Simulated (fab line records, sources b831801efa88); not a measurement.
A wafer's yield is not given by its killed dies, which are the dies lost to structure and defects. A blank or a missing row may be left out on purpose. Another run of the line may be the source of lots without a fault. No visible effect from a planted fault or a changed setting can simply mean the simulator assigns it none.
fab line records | flow gf180mcu
record: lots: 24 wafers: 72 last_day: 34
route steps=602 shown CONTACT@301 V2@386 M3@423 M4@473 V4@480 M5@533
lots that met no fault: taken from a fault-free run of the same line
start_h: hours from the record's first day to the start of the lot's first wafer shown | wait_h: time in hours since the lot's previous step | " same as the row above | L1.1+2: several wafers, shown together as one row | - no value, or no start was given | * or withheld: withheld | < > ~ a bound
route shown NAME@n: names a module that has steps shown in the file, with the first one's number in the route | usual: mean and standard deviation over wafers with no fault | same: alike in all rows | chamber/n: place in a boat | sites: each site's reading | _std_site: standard deviation across them | _edge_site: the outer-site mean with the inner-site mean subtracted | radius_mm: how far each site lies from the wafer's centre | mask NAME#n: copy n | behind: tool/chamber where the wafer was last shaped | hold: cause of the lot's hold/its duration in hours/its outcome | device: the transistor (n, p or np) that didn't switch | end of line: the same wafers' tests at the end of the route | where a step has no rows: the recipe by itself | killed: count of dies lost to structure and defects at first sort (not the wafer's yield) | map: per-die view of a wafer (x killed, . not killed, _ where there is no die)
set.NAME: setting as actually run; set.NAME@STEP: the setting as run at that earlier step | model.NAME: the simulator's own value behind a step, which no gauge read
steps of the route over a sample of lots; a table a step, a row a wafer
services: a tool's chamber out of use, with start hour (start_h, from the record's first day; less than 0 if before it), hours out, and reason
== steps ==
step: GF_CONTACT_CD_MEAS_14
recipe: target_cd_nm: 220
usual: cd_nm: 220.7/1.9
columns lot.wafer tool chamber start_h wait_h cd_nm
L074.2 cd_sem-02 - 360.31 0.1 215.7
L074.3 " - " " 216.7
L074.4 " - " " 216.8
L075.2 cd_sem-02 - 373.46 0.1 221.6
L075.3 " - " " 221.2
L075.6 " - " " 221.3
L076.2 cd_sem-02 - 383.10 0.1 221.5
L076.4 " - " " 222.1
L076.5 " - " " 220.5
L077.1 cd_sem-02 - 386.75 0.1 221.9
L077.2 " - " " 223.6
L077.6 " - " " 222.4
L078.4 cd_sem-01 - 403.61 0.1 221.8
L078.5 " - " " 222.8
L078.6 " - " " 222.9
L079.2 cd_sem-01 - 414.42 0.1 218.3
L079.5 " - " " 219.3
L079.6 " - " " 220.1
L080.3 cd_sem-02 - 424.77 0.1 219.0
L080.4 " - " " 220.7
L080.6 " - " " 219.5
L081.3 cd_sem-01 - 429.07 0.1 219.7
L081.5 " - " " 218.8
L081.6 " - " " 218.4
L082.1 cd_sem-01 - 434.28 0.1 220.1
L082.3 " - " " 218.0
L082.4 " - " " 218.9
L083.3 cd_sem-02 - 446.24 0.1 221.8
L083.4 " - " " 221.7
L083.5 " - " " 221.7
L084.3 cd_sem-01 - 453.53 0.1 220.8
L084.4 " - " " 220.2
L084.6 " - " " 219.4
L085.1 cd_sem-01 - 457.83 0.1 219.9
L085.5 " - " " 219.0
L085.6 " - " " 219.0
L086.1 cd_sem-02 - 475.79 0.1 220.4
L086.4 " - " " 221.7
L086.6 " - " " 221.1
L087.1 cd_sem-02 - 480.60 0.2 221.3
L087.3 " - " " 221.7
L087.6 " - " " 222.4
L088.2 cd_sem-01 - 487.70 0.1 222.8
L088.4 " - " " 222.4
L088.6 " - " " 221.7
L089.3 cd_sem-01 - 494.79 0.1 220.9
L089.4 " - " " 219.8
L089.5 " - " " 220.0
L090.1 cd_sem-02 - 504.10 0.1 222.5
L090.3 " - " " 222.3
L090.4 " - " " 222.9
L091.2 cd_sem-01 - 510.12 0.1 221.9
L091.3 " - " " 223.7
L091.6 " - " " 223.2
L092.2 cd_sem-02 - 519.07 0.1 224.2
L092.3 " - " " 223.3
L092.4 " - " " 223.7
L093.2 cd_sem-02 - 527.15 0.1 218.2
L093.3 " - " " 218.5
L093.5 " - " " 219.0
L094.4 cd_sem-02 - 538.60 0.1 221.0
L094.5 " - " " 219.9
L094.6 " - " " 219.3
L095.1 cd_sem-01 - 541.33 0.1 217.1
L095.3 " - " " 217.4
L095.4 " - " " 218.3
L096.1 cd_sem-01 - 544.99 0.1 221.5
L096.3 " - " " 222.7
L096.6 " - " " 222.1
L097.3 cd_sem-02 - 558.93 0.1 222.5
L097.4 " - " " 221.8
L097.5 " - " " 222.2
step: GF_V2_CMP_04
recipe: material: SiO2 down_force_psi: 4 platen_rpm: 60 pad_velocity_m_s: 0.94248
usual: motor_current_A: 11.7/0.85 retaining_ring_pressure_frac: 0.999/0.0047 time_to_endpoint_s: 79/6.6
columns lot.wafer tool chamber start_h wait_h motor_current_A retaining_ring_pressure_frac time_to_endpoint_s
L074.3 cmp-01 2 436.33 0.0 12.0 0.997 81
L074.2 " 3 " " 10.5 1.004 60
L074.4 " 1 " " 11.7 0.997 86
L075.3 cmp-01 0 447.18 0.0 10.9 1.001 74
L075.2 " 3 " " 10.2 1.003 62
L075.6 " 1 " " 12.6 1.000 79
L076.4 cmp-01 3 462.04 0.0 10.8 1.005 70
L076.2 " 0 " " 11.1 1.005 72
L076.5 " 3 " " 10.9 1.007 71
L077.2 cmp-02 0 465.19 0.0 12.9 1.003 75
L077.1 " 1 " " 12.7 1.001 76
L077.6 " 0 " " 11.5 1.005 92
L078.4 cmp-02 1 481.69 0.2 12.5 0.999 76
L078.6 " 2 " " 11.4 0.999 78
L078.5 " 3 " " 12.5 1.003 83
L079.2 cmp-01 2 492.43 0.1 12.0 0.988 82
L079.5 " 1 " " 12.8 1.002 87
L079.6 " 2 " " 12.1 1.001 92
L080.4 cmp-02 2 502.44 0.1 10.6 0.996 89
L080.3 " 3 " " 12.7 0.998 79
L080.6 " 1 " " 12.9 0.996 80
L081.3 cmp-02 2 507.23 0.0 10.5 0.993 80
L081.6 " 2 " " 11.0 0.996 83
L081.5 " 3 " " 13.3 0.992 85
L082.4 cmp-01 3 512.59 0.0 10.7 1.007 70
L082.3 " 1 " " 11.9 1.001 80
L082.1 " 2 " " 12.1 0.995 76
L083.4 cmp-01 3 524.10 0.0 10.5 0.997 76
L083.3 " 1 " " 12.4 0.994 85
L083.5 " 0 " " 11.1 0.995 81
L084.4 cmp-02 0 530.64 0.1 12.4 0.999 87
L084.3 " 2 " " 11.7 0.999 87
L084.6 " 0 " " 12.4 1.003 91
L085.1 cmp-01 3 535.78 0.2 11.6 0.993 71
L085.5 " 0 " " 11.0 1.000 76
L085.6 " 1 " " 12.4 0.999 82
L086.1 cmp-01 2 552.04 0.1 12.3 0.998 75
L086.4 " 0 " " 10.8 1.004 79
L086.6 " 3 " " 10.5 1.004 70
L087.3 cmp-02 1 556.31 0.0 12.4 1.003 76
L087.1 " 0 " " 12.3 0.995 74
L087.6 " 1 " " 12.5 0.998 78
L088.4 cmp-02 1 562.75 0.1 12.7 1.003 80
L088.2 " 2 " " 11.3 1.000 87
L088.6 " 1 " " 12.1 0.997 92
L089.3 cmp-01 2 569.93 0.1 12.2 1.003 77
L089.4 " 3 " " 11.0 1.007 66
L089.5 " 2 " " 12.2 1.001 87
L090.3 cmp-01 2 578.89 0.0 12.2 0.997 75
L090.4 " 0 " " 10.8 1.002 75
L090.1 " 1 " " 12.5 1.006 83
L091.3 cmp-01 1 583.76 0.1 12.4 0.997 74
L091.2 " 2 " " 12.6 1.001 84
L091.6 " 0 " " 11.0 0.995 89
L092.3 cmp-01 3 591.53 0.0 11.2 0.999 69
L092.2 " 0 " " 10.9 0.998 80
L092.4 " 2 " " 12.0 1.008 88
L093.2 cmp-01 2 599.56 0.1 12.2 1.005 79
L093.3 " 3 " " 10.4 0.992 68
L093.5 " 1 " " 11.7 0.994 85
L094.4 cmp-01 3 609.65 0.1 10.5 1.008 78
L094.6 " 2 " " 11.3 0.987 86
L094.5 " 3 " " 11.0 1.005 80
L095.4 cmp-01 1 613.26 0.0 12.5 0.993 87
L095.1 " 2 " " 11.8 0.995 81
L095.3 " 0 " " 10.8 1.001 76
L096.3 cmp-01 1 616.49 0.1 12.7 1.006 80
L096.1 " 2 " " 12.2 1.004 84
L096.6 " 0 " " 11.9 0.990 82
L097.3 cmp-02 1 627.84 0.1 12.9 1.002 81
L097.4 " 2 " " 11.2 1.000 87
L097.5 " 3 " " 12.6 1.001 79
step: GF_M3_CD_MEAS_14
recipe: target_cd_nm: 280
usual: cd_nm: 279.7/1.4
columns lot.wafer tool chamber start_h wait_h cd_nm
L074.2 cd_sem-02 - 486.67 0.1 279.0
L074.3 " - " " 276.7
L074.4 " - " " 278.0
L075.2 cd_sem-01 - 497.62 0.1 280.2
L075.3 " - " " 280.4
L075.6 " - " " 280.4
L076.2 cd_sem-02 - 512.01 0.1 281.5
L076.4 " - " " 280.9
L076.5 " - " " 281.4
L077.1 cd_sem-02 - 515.40 0.1 277.2
L077.2 " - " " 277.1
L077.6 " - " " 278.2
L078.4 cd_sem-02 - 531.16 0.1 279.9
L078.5 " - " " 278.5
L078.6 " - " " 278.2
L079.2 cd_sem-02 - 541.37 0.1 280.2
L079.5 " - " " 280.5
L079.6 " - " " 280.8
L080.3 cd_sem-02 - 550.09 0.1 278.3
L080.4 " - " " 278.2
L080.6 " - " " 278.5
L081.3 cd_sem-02 - 555.74 0.1 281.8
L081.5 " - " " 279.9
L081.6 " - " " 280.9
L082.1 cd_sem-01 - 559.25 0.1 280.5
L082.3 " - " " 280.2
L082.4 " - " " 279.5
L083.3 cd_sem-01 - 572.03 0.1 278.4
L083.4 " - " " 278.1
L083.5 " - " " 279.3
L084.3 cd_sem-02 - 577.34 0.1 280.6
L084.4 " - " " 279.3
L084.6 " - " " 280.0
L085.1 cd_sem-01 - 581.44 0.1 280.1
L085.5 " - " " 280.1
L085.6 " - " " 280.1
L086.1 cd_sem-01 - 597.94 0.1 276.9
L086.4 " - " " 278.8
L086.6 " - " " 277.1
L087.1 cd_sem-02 - 602.45 0.1 281.2
L087.3 " - " " 282.1
L087.6 " - " " 280.7
L088.2 cd_sem-02 - 607.67 0.1 281.0
L088.4 " - " " 281.3
L088.6 " - " " 281.2
L089.3 cd_sem-01 - 614.89 0.1 278.2
L089.4 " - " " 277.7
L089.5 " - " " 278.5
L090.1 cd_sem-02 - 623.44 0.1 279.1
L090.3 " - " " 279.5
L090.4 " - " " 280.4
L091.2 cd_sem-01 - 628.32 0.1 279.5
L091.3 " - " " 279.5
L091.6 " - " " 280.5
L092.2 cd_sem-02 - 635.76 0.1 281.0
L092.3 " - " " 280.5
L092.4 " - " " 281.2
L093.2 cd_sem-01 - 643.61 0.2 279.3
L093.3 " - " " 277.8
L093.5 " - " " 279.1
L094.4 cd_sem-02 - 652.30 0.1 282.2
L094.5 " - " " 283.2
L094.6 " - " " 283.8
L095.1 cd_sem-01 - 655.89 0.1 279.8
L095.3 " - " " 279.4
L095.4 " - " " 279.8
L096.1 cd_sem-02 - 658.55 0.1 279.1
L096.3 " - " " 278.9
L096.6 " - " " 277.9
L097.3 cd_sem-02 - 669.13 0.1 280.3
L097.4 " - " " 280.6
L097.5 " - " " 279.6
step: GF_M4_STRIP_17
recipe: chemistry: O2/N2 power_w: 1400 pressure_mtorr: 1500 platen_temp_c: 250 o2_flow_sccm: 3000 n2_flow_sccm: 300 overash_fraction: 0.5
usual: drypump_motor_current_A: 5.67/0.29 heater_power_w: 385/29 oes_product_au: 0.557/0.0047 strip_time_to_endpoint_s: 7.86/0.043
columns lot.wafer tool chamber start_h wait_h drypump_motor_current_A heater_power_w oes_product_au rf_hours_counter_h strip_time_to_endpoint_s
L074.2 plasma_asher-03 0 537.35 0.1 6.28 390 0.558 12 7.88
L074.3 " 0 " " 6.27 389 0.554 - 7.85
L074.4 " 1 " " 5.33 351 0.554 - 7.80
L075.2 plasma_asher-03 1 546.87 0.1 5.36 350 0.551 13 7.90
L075.3 " 0 " " 6.17 387 0.553 - 7.95
L075.6 " 0 " " 6.16 378 0.558 - 7.94
L076.2 plasma_asher-03 0 560.80 0.1 6.20 382 0.551 14 7.83
L076.4 " 0 " " 6.22 387 0.553 - 7.86
L076.5 " 1 " " 5.35 352 0.554 - 7.89
L077.1 plasma_asher-03 1 564.42 0.1 5.37 345 0.571 15 7.86
L077.2 " 0 " " 6.18 383 0.558 15 7.79
L077.6 " 0 " " 6.24 393 0.562 - 7.86
L078.4 plasma_asher-01 0 578.79 0.1 5.31 310 0.560 - 7.88
L078.5 " 0 " " 5.29 309 0.564 - 7.86
L078.6 " 1 " " 5.75 386 0.553 - 7.82
L079.2 plasma_asher-04 0 588.20 0.1 5.64 390 0.562 80 7.88
L079.5 " 1 " " 5.59 421 0.555 - 7.95
L079.6 " 0 " " 5.63 395 0.558 - 7.89
L080.3 plasma_asher-04 0 597.28 0.1 5.64 396 0.556 - 7.79
L080.4 " 1 " " 5.58 426 0.560 - 7.81
L080.6 " 1 " " 5.55 418 0.544 - 7.79
L081.3 plasma_asher-03 1 602.29 0.1 5.34 350 0.551 - 7.85
L081.5 " 1 " " 5.33 360 0.556 - 7.78
L081.6 " 0 " " 6.20 385 0.562 - 7.80
L082.1 plasma_asher-04 1 605.01 0.1 5.57 409 0.553 81 7.84
L082.3 " 1 " " 5.59 422 0.554 - 7.81
L082.4 " 0 " " 5.64 401 0.563 - 7.86
L083.3 plasma_asher-04 0 618.23 0.1 5.64 394 0.553 - 7.86
L083.4 " 1 " " 5.58 418 0.557 - 7.83
L083.5 " 1 " " 5.59 402 0.563 - 7.89
L084.3 plasma_asher-04 0 622.96 0.1 5.65 386 0.565 - 7.89
L084.4 " 1 " " 5.59 414 0.558 - 7.86
L084.6 " 1 " " 5.59 409 0.558 - 7.85
L085.1 plasma_asher-04 1 626.56 0.1 5.57 423 0.561 84 7.76
L085.5 " 1 " " 5.57 422 0.561 - 7.78
L085.6 " 0 " " 5.65 391 0.550 - 7.75
L086.1 plasma_asher-03 0 643.25 0.1 6.20 391 0.551 22 7.87
L086.4 " 1 " " 5.35 358 0.559 - 7.81
L086.6 " 1 " " 5.38 351 0.561 - 7.89
L087.1 plasma_asher-03 1 646.07 0.1 5.36 343 0.567 22 7.92
L087.3 " 0 " " 6.25 392 0.556 - 7.84
L087.6 " 0 " " 6.22 390 0.559 - 7.88
L088.2 plasma_asher-04 0 651.01 0.1 5.64 399 0.562 86 7.85
L088.4 " 1 " " 5.57 418 0.551 - 7.81
L088.6 " 1 " " 5.60 416 0.552 - 7.87
L089.3 plasma_asher-04 1 657.75 0.1 5.58 414 0.559 - 7.86
L089.4 " 0 " " 5.67 400 0.566 - 7.89
L089.5 " 0 " " 5.66 402 0.554 - 7.91
L090.1 plasma_asher-03 1 666.72 0.1 5.36 356 0.553 24 7.84
L090.3 " 0 " " 6.23 389 0.555 - 7.90
L090.4 " 1 " " 5.36 359 0.551 - 7.87
L091.2 plasma_asher-01 1 670.06 0.1 5.74 384 0.557 101 7.88
L091.3 " 0 " " 5.29 311 0.559 - 7.88
L091.6 " 0 " " 5.29 304 0.570 - 7.89
L093.2 plasma_asher-04 0 683.92 0.1 5.65 384 0.558 90 7.85
L093.3 " 0 " " 5.66 387 0.553 - 7.87
L093.5 " 1 " " 5.56 426 0.552 - 7.91
L092.2 plasma_asher-04 0 690.76 0.1 5.65 397 0.563 90 7.88
L092.3 " 1 " " 5.57 419 0.559 - 7.84
L092.4 " 0 " " 5.65 394 0.558 - 7.88
L094.4 plasma_asher-04 0 693.79 0.1 5.66 390 0.562 - 7.83
L094.5 " 1 " " 5.54 424 0.562 - 7.87
L094.6 " 0 " " 5.64 404 0.560 - 7.86
L095.1 plasma_asher-03 1 697.12 0.1 5.35 353 0.558 28 7.88
L095.3 " 1 " " 5.35 360 0.559 - 7.88
L095.4 " 0 " " 6.21 387 0.559 - 7.87
L096.1 plasma_asher-01 0 700.11 0.1 5.30 317 0.552 104 7.87
L096.3 " 0 " " 5.30 313 0.556 - 7.95
L096.6 " 0 " " 5.30 311 0.563 - 7.91
L097.3 plasma_asher-04 0 710.25 0.1 5.65 395 0.562 - 7.87
L097.4 " 1 " " 5.58 411 0.558 - 7.86
L097.5 " 0 " " 5.65 385 0.561 - 7.82
step: GF_V4_CMP_04
recipe: material: SiO2 down_force_psi: 4 platen_rpm: 60 pad_velocity_m_s: 0.94248
usual: motor_current_A: 11.9/0.85 retaining_ring_pressure_frac: 1.000/0.0058 time_to_endpoint_s: 81/5.9
columns lot.wafer tool chamber start_h wait_h motor_current_A retaining_ring_pressure_frac time_to_endpoint_s
L074.3 cmp-01 1 538.14 0.0 11.8 0.995 81
L074.2 " 2 " " 12.8 0.998 83
L074.4 " 3 " " 10.8 0.998 68
L075.2 cmp-01 1 547.71 0.1 12.6 0.998 82
L075.3 " 3 " " 10.7 0.997 67
L075.6 " 0 " " 10.8 0.993 79
L076.2 cmp-01 1 561.59 0.0 12.2 1.006 81
L076.4 " 0 " " 10.6 1.001 82
L076.5 " 2 " " 12.2 0.997 85
L077.1 cmp-02 1 565.30 0.1 12.7 1.003 85
L077.2 " 0 " " 12.1 0.993 84
L077.6 " 2 " " 11.5 1.002 98
L078.4 cmp-01 3 579.99 0.0 11.5 0.996 74
L078.6 " 3 " " 10.7 0.995 73
L078.5 " 0 " " 10.7 1.005 77
L079.2 cmp-01 0 589.10 0.1 10.6 0.999 82
L079.6 " 2 " " 12.2 0.998 91
L079.5 " 3 " " 11.0 1.003 81
L080.3 cmp-01 1 598.08 0.0 12.0 1.007 78
L080.4 " 0 " " 11.5 0.999 78
L080.6 " 1 " " 11.8 0.997 81
L081.3 cmp-02 0 603.19 0.1 12.3 1.010 85
L081.5 " 2 " " 10.8 1.009 87
L081.6 " 3 " " 12.4 0.998 85
L082.1 cmp-01 1 605.80 0.1 11.9 1.003 85
L082.4 " 2 " " 11.9 1.006 80
L082.3 " 0 " " 10.8 1.003 74
L083.3 cmp-02 3 618.99 0.0 12.3 0.997 81
L083.4 " 0 " " 12.7 1.003 91
L083.5 " 3 " " 13.1 0.996 82
L084.4 cmp-02 1 623.76 0.0 13.2 0.995 82
L084.3 " 2 " " 10.8 1.009 88
L084.6 " 2 " " 11.3 1.013 84
L085.1 cmp-02 2 627.44 0.1 11.2 1.003 89
L085.6 " 2 " " 10.9 1.005 92
L085.5 " 3 " " 12.0 0.999 82
L086.4 cmp-02 1 644.05 0.0 12.2 0.990 87
L086.1 " 0 " " 12.1 0.997 81
L086.6 " 2 " " 11.7 0.993 84
L087.3 cmp-02 3 646.87 0.0 13.1 1.002 84
L087.1 " 2 " " 11.3 1.004 85
L087.6 " 3 " " 13.2 1.012 83
L088.4 cmp-01 3 651.85 0.0 10.7 0.998 73
L088.2 " 1 " " 12.6 1.007 80
L088.6 " 0 " " 11.3 1.003 78
L089.4 cmp-02 3 658.54 0.0 13.8 0.992 77
L089.3 " 2 " " 11.0 1.006 75
L089.5 " 0 " " 12.6 1.001 87
L090.4 cmp-01 3 667.56 0.1 10.9 0.994 82
L090.1 " 0 " " 10.8 0.986 80
L090.3 " 1 " " 12.6 0.999 83
L091.2 cmp-02 1 670.98 0.1 12.8 0.995 83
L091.3 " 2 " " 11.5 0.997 84
L091.6 " 0 " " 12.5 1.007 81
L093.3 cmp-01 2 684.73 0.1 11.9 0.999 80
L093.2 " 3 " " 10.9 1.002 64
L093.5 " 2 " " 12.0 0.988 83
L092.2 cmp-02 2 691.55 0.0 11.0 0.996 86
L092.3 " 3 " " 12.5 1.008 73
L092.4 " 0 " " 12.1 1.000 93
L094.4 cmp-02 0 694.81 0.3 12.3 1.002 88
L094.5 " 0 " " 12.5 1.000 84
L094.6 " 1 " " 13.3 0.997 86
L095.3 cmp-01 0 697.91 0.0 10.0 0.989 80
L095.1 " 1 " " 12.1 0.993 85
L095.4 " 3 " " 10.4 1.006 76
L096.1 cmp-01 1 700.95 0.1 13.2 1.000 80
L096.3 " 2 " " 12.8 1.005 77
L096.6 " 0 " " 11.2 1.001 83
L097.4 cmp-01 0 711.01 0.0 11.1 1.012 84
L097.3 " 1 " " 11.5 1.008 83
L097.5 " 0 " " 10.9 1.006 84
step: GF_M5_CD_MEAS_07
recipe: target_cd_nm: 280
usual: cd_nm: 280.1/0.97
columns lot.wafer tool chamber start_h wait_h cd_nm
L074.2 cd_sem-01 - 605.12 0.1 280.2
L074.3 " - " " 280.8
L074.4 " - " " 280.0
L075.2 cd_sem-01 - 614.22 0.1 278.2
L075.3 " - " " 279.1
L075.6 " - " " 278.7
L076.2 cd_sem-01 - 628.67 0.1 279.8
L076.4 " - " " 279.9
L076.5 " - " " 279.1
L077.1 cd_sem-01 - 631.40 0.1 277.9
L077.2 " - " " 278.5
L077.6 " - " " 277.8
L078.4 cd_sem-01 - 645.51 0.1 279.0
L078.5 " - " " 279.3
L078.6 " - " " 280.7
L079.2 cd_sem-01 - 653.72 0.1 281.0
L079.5 " - " " 280.5
L079.6 " - " " 280.0
L080.3 cd_sem-02 - 661.87 0.1 280.6
L080.4 " - " " 280.6
L080.6 " - " " 280.4
L081.3 cd_sem-02 - 665.82 0.1 280.6
L081.5 " - " " 280.1
L081.6 " - " " 281.9
L082.1 cd_sem-01 - 668.43 0.1 280.5
L082.3 " - " " 281.6
L082.4 " - " " 281.2
L083.3 cd_sem-01 - 680.99 0.1 281.2
L083.4 " - " " 279.6
L083.5 " - " " 279.9
L084.3 cd_sem-01 - 685.99 0.1 279.7
L084.4 " - " " 280.5
L084.6 " - " " 280.8
L085.1 cd_sem-02 - 687.95 0.1 279.1
L085.5 " - " " 278.5
L085.6 " - " " 279.8
L086.1 cd_sem-02 - 702.85 0.1 280.0
L086.4 " - " " 280.6
L086.6 " - " " 280.3
L087.1 cd_sem-01 - 706.09 0.1 280.9
L087.3 " - " " 280.7
L087.6 " - " " 279.8
L088.2 cd_sem-01 - 711.80 0.1 280.7
L088.4 " - " " 280.8
L088.6 " - " " 280.4
L089.3 cd_sem-01 - 717.69 0.1 279.8
L089.4 " - " " 279.7
L089.5 " - " " 280.6
L090.1 cd_sem-02 - 725.65 0.1 280.2
L090.3 " - " " 279.3
L090.4 " - " " 281.4
L091.2 cd_sem-01 - 729.76 0.1 280.2
L091.3 " - " " 279.9
L091.6 " - " " 280.0
L093.2 cd_sem-02 - 741.92 0.1 280.1
L093.3 " - " " 281.4
L093.5 " - " " 280.8
L092.2 cd_sem-02 - 747.92 0.1 281.1
L092.3 " - " " 281.5
L092.4 " - " " 282.2
L094.4 cd_sem-02 - 751.30 0.1 279.2
L094.5 " - " " 280.4
L094.6 " - " " 279.5
L095.1 cd_sem-02 - 753.68 0.1 278.8
L095.3 " - " " 280.0
L095.4 " - " " 280.2
L096.1 cd_sem-01 - 755.04 0.1 281.6
L096.3 " - " " 281.9
L096.6 " - " " 282.1
L097.3 cd_sem-02 - 765.48 0.1 280.1
L097.4 " - " " 279.9
L097.5 " - " " 279.1
== services ==
columns tool chamber start_h hours kind
plasma_asher-03 - 421.25 9.0 pm
cmp-01 - 427.98 4.0 pm
cmp-01 - 431.98 - consumable_replace:conditioner
cmp-02 - 466.69 4.6 pm
cmp-02 - 474.07 2.8 repair
cmp-02 - 490.67 0.7 repair
cmp-02 - 515.05 6.5 pm
plasma_asher-04 - 523.81 1.6 repair
plasma_asher-01 - 554.15 0.3 repair
plasma_asher-03 - 565.27 15.6 pm
cmp-01 - 565.87 0.8 repair
plasma_asher-01 - 567.14 6.0 repair
cmp-02 - 568.52 2.3 repair
cmp-02 - 572.09 4.0 pm
cmp-01 - 580.87 0.7 repair
plasma_asher-04 - 612.18 0.4 repair
cmp-01 - 626.56 3.6 repair
cmp-01 - 628.53 0.7 repair
plasma_asher-01 - 637.01 7.1 repair
cmp-01 - 643.30 1.0 repair
plasma_asher-01 - 648.33 2.8 pm
cmp-01 - 672.51 1.8 repair
cmp-01 - 678.16 5.5 pm
cmp-01 - 689.41 6.3 pm
== key ==
fault none
